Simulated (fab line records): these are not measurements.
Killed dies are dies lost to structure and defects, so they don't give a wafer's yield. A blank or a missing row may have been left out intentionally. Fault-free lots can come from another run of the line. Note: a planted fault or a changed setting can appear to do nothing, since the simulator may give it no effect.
What tool caused it? || flow gf180mcu || Sampling: 15 lots, 45 wafers, 4 of 602 route steps

WHAT EACH GAUGE READ, for each wafer
GF_CONTACT_CD_MEAS_14 targets a cd of 220 nm.
{"lot": "L433", "measured": "day 15 21:52", "on": "cd sem-02", "cd nm (nm)": "222.7 222.9 222.9"}
{"lot": "L434", "measured": "day 16 11:25", "on": "cd sem-01", "cd nm (nm)": "218.7 219.1 219.0"}
{"lot": "L435", "measured": "day 16 20:42", "on": "cd sem-02", "cd nm (nm)": "219.1 218.6 218.9"}
{"lot": "L437", "measured": "day 17 16:28", "on": "cd sem-01", "cd nm (nm)": "221.0 221.0 220.5"}
{"lot": "L438", "measured": "day 18 01:02", "on": "cd sem-01", "cd nm (nm)": "- - -"}
{"lot": "L439", "measured": "day 18 09:36", "on": "cd sem-01", "cd nm (nm)": "- - -"}
{"lot": "L440", "measured": "day 18 20:34", "on": "cd sem-02", "cd nm (nm)": "- - -"}
{"lot": "L445", "measured": "day 20 12:43", "on": "cd sem-02", "cd nm (nm)": "219.9 219.5 221.5"}
{"lot": "L446", "measured": "day 21 00:01", "on": "cd sem-01", "cd nm (nm)": "217.5 219.3 219.2"}
{"lot": "L448", "measured": "day 21 23:32", "on": "cd sem-01", "cd nm (nm)": "218.9 219.9 219.3"}
{"lot": "L449", "measured": "day 22 02:19", "on": "cd sem-02", "cd nm (nm)": "222.8 222.7 225.7"}
{"lot": "L450", "measured": "day 22 07:47", "on": "cd sem-02", "cd nm (nm)": "220.5 220.8 221.2"}
{"lot": "L453", "measured": "day 23 09:04", "on": "cd sem-01", "cd nm (nm)": "218.3 218.7 219.5"}
{"lot": "L454", "measured": "day 23 22:52", "on": "cd sem-01", "cd nm (nm)": "222.6 222.1 221.8"}
{"lot": "L456", "measured": "day 24 03:28", "on": "cd sem-02", "cd nm (nm)": "222.1 219.8 220.1"}

GF_CONTACT_OVL_MEAS_15.
{"lot": "L433", "measured": "day 15 21:59", "on": "overlay-02", "CONTACT_OVL (nm)": "-5 -4 -6"}
{"lot": "L434", "measured": "day 16 11:32", "on": "overlay-01", "CONTACT_OVL (nm)": "-7 -10 -6"}
{"lot": "L435", "measured": "day 16 20:49", "on": "overlay-01", "CONTACT_OVL (nm)": "-2 2 1"}
{"lot": "L437", "measured": "day 17 16:35", "on": "overlay-01", "CONTACT_OVL (nm)": "3 5 2"}
{"lot": "L438", "measured": "day 18 01:08", "on": "overlay-02", "CONTACT_OVL (nm)": "- - -"}
{"lot": "L439", "measured": "day 18 09:41", "on": "overlay-02", "CONTACT_OVL (nm)": "- - -"}
{"lot": "L440", "measured": "day 18 20:38", "on": "overlay-01", "CONTACT_OVL (nm)": "- - -"}
{"lot": "L445", "measured": "day 20 12:50", "on": "overlay-01", "CONTACT_OVL (nm)": "-2 18 4"}
{"lot": "L446", "measured": "day 21 00:06", "on": "overlay-02", "CONTACT_OVL (nm)": "-3 -3 0"}
{"lot": "L448", "measured": "day 21 23:38", "on": "overlay-02", "CONTACT_OVL (nm)": "4 5 1"}
{"lot": "L449", "measured": "day 22 02:26", "on": "overlay-02", "CONTACT_OVL (nm)": "0 -3 1"}
{"lot": "L450", "measured": "day 22 07:53", "on": "overlay-02", "CONTACT_OVL (nm)": "1 -3 4"}
{"lot": "L453", "measured": "day 23 09:09", "on": "overlay-02", "CONTACT_OVL (nm)": "1 8 1"}
{"lot": "L454", "measured": "day 23 22:59", "on": "overlay-01", "CONTACT_OVL (nm)": "2 0 -2"}
{"lot": "L456", "measured": "day 24 03:35", "on": "overlay-02", "CONTACT_OVL (nm)": "-4 -8 -9"}

WHAT TOOL EACH LOT RAN ON (gives the tool, then ch and the chambers of the sampled wafers, and finally the start)
{"lot": "L433", "GF_SALICIDE_RTA_08": "rtp anneal-01 ch 0, day 15 00:32", "GF_CONTACT_PEB_12": "litho track-03 ch 0, day 15 21:31"}
{"lot": "L434", "GF_SALICIDE_RTA_08": "rtp anneal-01 ch 0, day 15 13:20", "GF_CONTACT_PEB_12": "litho track-03 ch 0, day 16 11:04"}
{"lot": "L435", "GF_SALICIDE_RTA_08": "rtp anneal-01 ch 0, day 15 21:51", "GF_CONTACT_PEB_12": "litho track-01 ch 0, day 16 20:21"}
{"lot": "L437", "GF_SALICIDE_RTA_08": "rtp anneal-02 ch 0, day 16 17:01", "GF_CONTACT_PEB_12": "litho track-04 ch 0, day 17 16:07"}
{"lot": "L438", "GF_SALICIDE_RTA_08": "rtp anneal-02 ch 0, day 17 01:11", "GF_CONTACT_PEB_12": "litho track-03, day 18 00:42"}
{"lot": "L439", "GF_SALICIDE_RTA_08": "rtp anneal-02 ch 0, day 17 09:33", "GF_CONTACT_PEB_12": "litho track-04, day 18 09:17"}
{"lot": "L440", "GF_SALICIDE_RTA_08": "rtp anneal-02 ch 0, day 17 19:38", "GF_CONTACT_PEB_12": "litho track-01, day 18 20:15"}
{"lot": "L445", "GF_SALICIDE_RTA_08": "rtp anneal-02 ch 0, day 19 11:35", "GF_CONTACT_PEB_12": "litho track-03 ch 0, day 20 12:22"}
{"lot": "L446", "GF_SALICIDE_RTA_08": "rtp anneal-01 ch 0, day 19 22:52", "GF_CONTACT_PEB_12": "litho track-03 ch 0, day 20 23:41"}
{"lot": "L448", "GF_SALICIDE_RTA_08": "rtp anneal-02 ch 0, day 20 23:56", "GF_CONTACT_PEB_12": "litho track-04 ch 0, day 21 23:11"}
{"lot": "L449", "GF_SALICIDE_RTA_08": "rtp anneal-01 ch 0, day 21 02:07", "GF_CONTACT_PEB_12": "litho track-03 ch 0, day 22 01:58"}
{"lot": "L450", "GF_SALICIDE_RTA_08": "rtp anneal-02 ch 0, day 21 07:52", "GF_CONTACT_PEB_12": "litho track-04 ch 0, day 22 07:26"}
{"lot": "L453", "GF_SALICIDE_RTA_08": "rtp anneal-02 ch 0, day 22 09:11", "GF_CONTACT_PEB_12": "litho track-04 ch 0, day 23 08:46"}
{"lot": "L454", "GF_SALICIDE_RTA_08": "rtp anneal-01 ch 0, day 22 23:32", "GF_CONTACT_PEB_12": "litho track-04 ch 0, day 23 22:31"}
{"lot": "L456", "GF_SALICIDE_RTA_08": "rtp anneal-01 ch 0, day 23 04:41", "GF_CONTACT_PEB_12": "litho track-03 ch 0, day 24 03:07"}
- GF_SALICIDE_RTA_08: time 30 s.
- GF_CONTACT_PEB_12: peb time 90 s.

WHAT THE TOOLS THEMSELVES READ (means of the sampled wafers that have a number; where no wafer has one, the mark that the record gives instead)
GF_SALICIDE_RTA_08.
{"lot": "L433", "tool": "rtp anneal-01", "lamp power pct (%)": 16.6, "wafer_temp_C_max": 804.8}
{"lot": "L434", "tool": "rtp anneal-01", "lamp power pct (%)": 16.6, "wafer_temp_C_max": 804.8}
{"lot": "L435", "tool": "rtp anneal-01", "lamp power pct (%)": 16.6, "wafer_temp_C_max": 804.5}
{"lot": "L437", "tool": "rtp anneal-02", "lamp power pct (%)": 17.6, "wafer_temp_C_max": 803.8}
{"lot": "L438", "tool": "rtp anneal-02", "lamp power pct (%)": 17.6, "wafer_temp_C_max": 804.8}
{"lot": "L439", "tool": "rtp anneal-02", "lamp power pct (%)": 17.6, "wafer_temp_C_max": 803.7}
{"lot": "L440", "tool": "rtp anneal-02", "lamp power pct (%)": 17.6, "wafer_temp_C_max": 804.5}
{"lot": "L445", "tool": "rtp anneal-02", "lamp power pct (%)": 17.6, "wafer_temp_C_max": 803.8}
{"lot": "L446", "tool": "rtp anneal-01", "lamp power pct (%)": 16.6, "wafer_temp_C_max": 805.1}
{"lot": "L448", "tool": "rtp anneal-02", "lamp power pct (%)": 17.6, "wafer_temp_C_max": 804.3}
{"lot": "L449", "tool": "rtp anneal-01", "lamp power pct (%)": 16.6, "wafer_temp_C_max": 804.7}
{"lot": "L450", "tool": "rtp anneal-02", "lamp power pct (%)": 17.6, "wafer_temp_C_max": 803.4}
{"lot": "L453", "tool": "rtp anneal-02", "lamp power pct (%)": 17.6, "wafer_temp_C_max": 803.8}
{"lot": "L454", "tool": "rtp anneal-01", "lamp power pct (%)": 16.6, "wafer_temp_C_max": 804.2}
{"lot": "L456", "tool": "rtp anneal-01", "lamp power pct (%)": 16.6, "wafer_temp_C_max": 805.0}

GF_CONTACT_PEB_12.
{"lot": "L433", "tool": "litho track-03", "chill plate temp C (C)": 23.02, "exhaust pa (Pa)": 44.3, "heater power total W (W)": 85.78}
{"lot": "L434", "tool": "litho track-03", "chill plate temp C (C)": 22.84, "exhaust pa (Pa)": 45.5, "heater power total W (W)": 85.71}
{"lot": "L435", "tool": "litho track-01", "chill plate temp C (C)": 23.08, "exhaust pa (Pa)": 45.6, "heater power total W (W)": 85.76}
{"lot": "L437", "tool": "litho track-04", "chill plate temp C (C)": 22.99, "exhaust pa (Pa)": 46.4, "heater power total W (W)": 85.61}
{"lot": "L438", "tool": "litho track-03", "chill plate temp C (C)": "-", "exhaust pa (Pa)": "-", "heater power total W (W)": "-"}
{"lot": "L439", "tool": "litho track-04", "chill plate temp C (C)": "-", "exhaust pa (Pa)": "-", "heater power total W (W)": "-"}
{"lot": "L440", "tool": "litho track-01", "chill plate temp C (C)": "-", "exhaust pa (Pa)": "-", "heater power total W (W)": "-"}
{"lot": "L445", "tool": "litho track-03", "chill plate temp C (C)": 23.03, "exhaust pa (Pa)": 44.8, "heater power total W (W)": 85.67}
{"lot": "L446", "tool": "litho track-03", "chill plate temp C (C)": 23.10, "exhaust pa (Pa)": 45.6, "heater power total W (W)": 85.73}
{"lot": "L448", "tool": "litho track-04", "chill plate temp C (C)": 22.89, "exhaust pa (Pa)": 44.4, "heater power total W (W)": 85.74}
{"lot": "L449", "tool": "litho track-03", "chill plate temp C (C)": 22.94, "exhaust pa (Pa)": 45.5, "heater power total W (W)": 85.70}
{"lot": "L450", "tool": "litho track-04", "chill plate temp C (C)": 22.90, "exhaust pa (Pa)": 44.7, "heater power total W (W)": 85.65}
{"lot": "L453", "tool": "litho track-04", "chill plate temp C (C)": 23.09, "exhaust pa (Pa)": 43.7, "heater power total W (W)": 85.65}
{"lot": "L454", "tool": "litho track-04", "chill plate temp C (C)": 22.91, "exhaust pa (Pa)": 46.2, "heater power total W (W)": 85.62}
{"lot": "L456", "tool": "litho track-03", "chill plate temp C (C)": 22.97, "exhaust pa (Pa)": 45.8, "heater power total W (W)": 85.69}

THE ANSWER, worked out from the rows above alone
Rule: the lots themselves supply what counts as usual. The widest of any qualifying gaps counts: lots, ordered by their means at a reading, are off when they make up no more than a third of the lots, leave a main group of 4 or more, and stand apart from it by 3 or more times the standard deviation of that group's means. If all means in a main group match to the digits the tables above print for the reading, that group is not used. Also off: a lot with no number at a reading for which 4 or more lots have one. Where the step has rows for the other lots, those lots are counted as sound. Order of review: gauges by route order, followed by the tools' own readings, for which a lot's mean as printed above is used. The first step at which some lot is off is used, and at that step the reading that is off furthest; a lot without a number counts as furthest.
Off: L438, L439, L440, at GF_CONTACT_CD_MEAS_14 (cd nm). Without a number there: L438, L439, L440. Mean 220.5 nm and standard deviation 1.6 in the main group.
If a tool, at a process step before that reading, ran all the lots that are off and no sound lot after the first of them, it fits. The gauges at GF_CONTACT_CD_MEAS_14 aren't tried: what is off there is off at GF_CONTACT_OVL_MEAS_15 too, on other tools, and a gauge's error can't cause that. No candidate that was tried fits.

WHAT HAD BEEN PUT IN BY THE SIMULATOR
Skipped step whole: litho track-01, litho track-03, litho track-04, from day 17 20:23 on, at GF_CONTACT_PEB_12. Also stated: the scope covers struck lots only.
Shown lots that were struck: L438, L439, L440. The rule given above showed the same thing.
